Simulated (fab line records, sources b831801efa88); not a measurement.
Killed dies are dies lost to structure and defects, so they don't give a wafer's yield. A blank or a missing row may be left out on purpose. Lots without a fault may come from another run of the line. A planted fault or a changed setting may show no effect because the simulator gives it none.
A struck lot beside a sound one | flow gf180mcu | 23 steps out of a route of 602
Sound: wafers L780.4, L780.5, L780.6. Struck: wafers L766.1, L766.5. (L766.4 of the same lot was not struck and is left out.) The cause comes at the end.
At each step with rows: each side's tool, then ch and its chambers, then its first start. Under that, the readings that differ: sound wafers | struck wafers | difference of the means | sigmas: that difference in standard deviations of wafers without a fault.
alike: readings whose means differ by less than 2 such deviations, and words and numbers that are the same on both sides. not compared: withheld readings, readings that some wafer has no value for, bounds like >300 that may hide the same value, and numbers for which the record gives no deviation and whose values overlap.
The two part at a step that has a row with sigmas, a row that says differs or no value, or rows on one side only. Numbers that don't overlap but have no deviation are shown without sigmas and don't part them. A reading that every wafer of one side lacks parts them only if that side has two wafers or more.

GF_M5_STRIP_11: strips in O2/N2.
  sound on plasma_asher-04 ch 0,1, day 30 20:47; struck on plasma_asher-03 ch 1, day 26 18:52
  reading                      | sound             | struck      | difference | sigmas
  oes_product_au (a.u.)        | 0.519 0.512 0.526 | 0.530 0.527 | +0.009     | +2
  strip_time_to_endpoint_s (s) | 6.99 6.99 6.97    | 7.13 7.11   | +0.14      | +3
  alike: drypump_motor_current_A, heater_power_w
  not compared: rf_hours_counter_h
then, 3 steps without rows for these wafers: GF_M5_STRIP_12 (strips in post etch residue remover, time 1200 s); GF_M5_CLEAN_13 (cleans in DIW); GF_V5_CVD_00 (deposits SiO2, target thk 300 nm, time 50 s).
GF_V5_THK_MEAS_01:
  sound on film_metro-03, day 30 21:21; struck on film_metro-04, day 26 19:27
  alike: V5_CVD_00_THK
GF_V5_CVD_02: deposits SiO2 from TEOS, target thk 1450 nm, time 163.28 s.
  sound on pecvd-03 ch 0,1,2, day 30 21:26; struck on pecvd-01 ch 0,2, day 26 19:31
  alike: heater_power_w
  not compared: since_wet_clean_h
GF_V5_THK_MEAS_03:
  sound on film_metro-04, day 30 21:31; struck on film_metro-03, day 26 19:37
  alike: V5_CVD_02_THK
GF_V5_CMP_04: polishes SiO2.
  sound on cmp-01 ch 1,2,3, day 30 21:42; struck on cmp-01 ch 0,3, day 26 19:46
  alike: motor_current_A
GF_V5_BOW_MEAS_05:
  sound on film_metro-04, day 30 21:55; struck on film_metro-03, day 26 19:58
  alike: V5_BOW
then, 3 steps without rows for these wafers: GF_V5_DEHYDRATE_06 (time 60 s); GF_V5_HMDS_07 (prime time 60 s); GF_V5_COAT_08.
GF_V5_COAT_09: resist thk 1000 nm.
  sound on litho_track-01 ch 0, day 31 06:00; struck on litho_track-02 ch 0, day 27 05:00
  reading                             | sound           | struck    | difference | sigmas
  model.KrF_of_V5_COAT_09.thk_nm (nm) | 1002 1001 999.6 | 1045 1047 | +45        |
  alike: exhaust_pa
then, 3 steps without rows for these wafers: GF_V5_SOFTBAKE_10 (time 60 s); GF_V5_EXPOSE_11 (exposes mask Via5, target cd 260 nm); GF_V5_PEB_12 (peb time 90 s).
GF_V5_DEVELOP_13: develop time 60 s.
  sound on litho_track-03 ch 0, day 31 15:22; struck on litho_track-01 ch 0, day 27 15:50
  reading                             | sound             | struck    | difference | sigmas
  model.KrF_of_V5_COAT_09.thk_nm (nm) | 986.7 985.7 984.6 | 1030 1032 | +45        |
  alike: exhaust_pa
GF_V5_CD_MEAS_14: target cd 260 nm.
  sound on cd_sem-01, day 31 15:31; struck on cd_sem-01, day 27 15:59
  reading    | sound             | struck      | difference | sigmas
  cd_nm (nm) | 262.9 262.2 260.8 | 259.2 259.0 | -2.9       | -2
GF_V5_OVL_MEAS_15:
  sound on overlay-01, day 31 15:35; struck on overlay-02, day 27 16:07
  alike: V5_OVL
GF_V5_ETCH_16: etches BARC in N2/H2.
  sound on rie_diel-01 ch 1,2, day 31 15:37; struck on rie_diel-01 ch 1,3, day 27 16:08
  alike: drypump_motor_current_A, oes_product_au, throttle_valve_pct
GF_V5_ETCH_17: etches SiO2 in C4F8/O2/Ar, stops on TiN, target depth 855 nm.
  sound on rie_diel-01 ch 1,2; struck on rie_diel-01 ch 1,3
  alike: oes_product_au
GF_V5_STRIP_18: strips in O2/N2.
  sound on plasma_asher-02 ch 0,1, day 31 15:48; struck on plasma_asher-02 ch 0,1, day 27 16:18
  reading               | sound             | struck      | difference | sigmas
  oes_product_au (a.u.) | 0.571 0.564 0.573 | 0.580 0.588 | +0.015     | +3
  alike: drypump_motor_current_A, heater_power_w
  not compared: rf_hours_counter_h
then, 1 step without rows for these wafers: GF_V5_STRIP_19 (strips in post etch residue remover, time 1200 s).

WHERE THEY PART
First at GF_M5_STRIP_11; last, within this record, at GF_V5_STRIP_18.

WHY: what the simulator had put in
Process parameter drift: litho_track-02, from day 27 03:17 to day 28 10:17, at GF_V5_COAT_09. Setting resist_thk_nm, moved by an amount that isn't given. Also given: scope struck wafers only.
